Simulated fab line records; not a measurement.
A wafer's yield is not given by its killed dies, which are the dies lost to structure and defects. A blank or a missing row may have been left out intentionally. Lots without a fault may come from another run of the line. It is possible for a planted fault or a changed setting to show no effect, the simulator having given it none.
Matching of chambers :: flow gf180mcu :: 4 sister chambers for GF_V4_CMP_04 on cmp-02
The step polishes SiO2. 8 wafers are shown with their chamber, then 7 later ones without.

WAFERS PAIRED WITH THEIR CHAMBERS
wafer: L380.1
chamber: 3
motor_current_A (A): 12.0
time_to_endpoint_s (s): 76

wafer: L386.3
chamber: 1
motor_current_A (A): 12.7
time_to_endpoint_s (s): 78

wafer: L386.4
chamber: 0
motor_current_A (A): 12.3
time_to_endpoint_s (s): 86

wafer: L387.2
chamber: 0
motor_current_A (A): 12.7
time_to_endpoint_s (s): 76

wafer: L387.3
chamber: 3
motor_current_A (A): 12.4
time_to_endpoint_s (s): 80

wafer: L387.4
chamber: 2
motor_current_A (A): 13.3
time_to_endpoint_s (s): 83

wafer: L393.3
chamber: 1
motor_current_A (A): 13.2
time_to_endpoint_s (s): 67

wafer: L393.4
chamber: 2
motor_current_A (A): 13.4
time_to_endpoint_s (s): 77

WAFERS WITHOUT THEIR CHAMBER
wafer: L393.5
motor_current_A (A): 12.6
time_to_endpoint_s (s): 78

wafer: L401.1
motor_current_A (A): 12.7
time_to_endpoint_s (s): 77

wafer: L401.3
motor_current_A (A): 13.5
time_to_endpoint_s (s): 76

wafer: L401.6
motor_current_A (A): 13.5
time_to_endpoint_s (s): 85

wafer: L403.1
motor_current_A (A): 13.2
time_to_endpoint_s (s): 74

wafer: L403.2
motor_current_A (A): 13.7
time_to_endpoint_s (s): 87

wafer: L403.6
motor_current_A (A): 12.6
time_to_endpoint_s (s): 74

CHAMBER TAKEN BY EACH
wafer: L393.5
from the rows above: can't be placed: 0 or 3 or 1
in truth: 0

wafer: L401.1
from the rows above: can't be placed: 0 or 1 or 3 or 2
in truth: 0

wafer: L401.3
from the rows above: can't be placed: 2 or 1
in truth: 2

wafer: L401.6
from the rows above: can't be placed: 2 or 1
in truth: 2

wafer: L403.1
from the rows above: can't be placed: 1 or 2 or 0
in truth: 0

wafer: L403.2
from the rows above: can't be placed: 2 or 1
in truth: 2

wafer: L403.6
from the rows above: can't be placed: 0 or 1 or 3 or 2
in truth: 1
Correct placement for 0 of the 7. These rows do not allow placing 7 (true chamber among the candidates in 7). Placed wrongly: 0.
How it was worked out, from the rows above alone: a wafer's distance from a chamber is the root of the sum, over the readings, of the square of ((its reading less the chamber's mean) divided by the reading's scatter). If the next closest chamber is less than 2 further off than the closest, the wafer can't be placed; otherwise it belongs to the closest. Each chamber's mean is taken over the wafers shown for it. How the scatter is found: for the shown wafers, subtract from each reading the mean of its chamber, square and add these, divide the total by (wafers less chambers), then take the root.
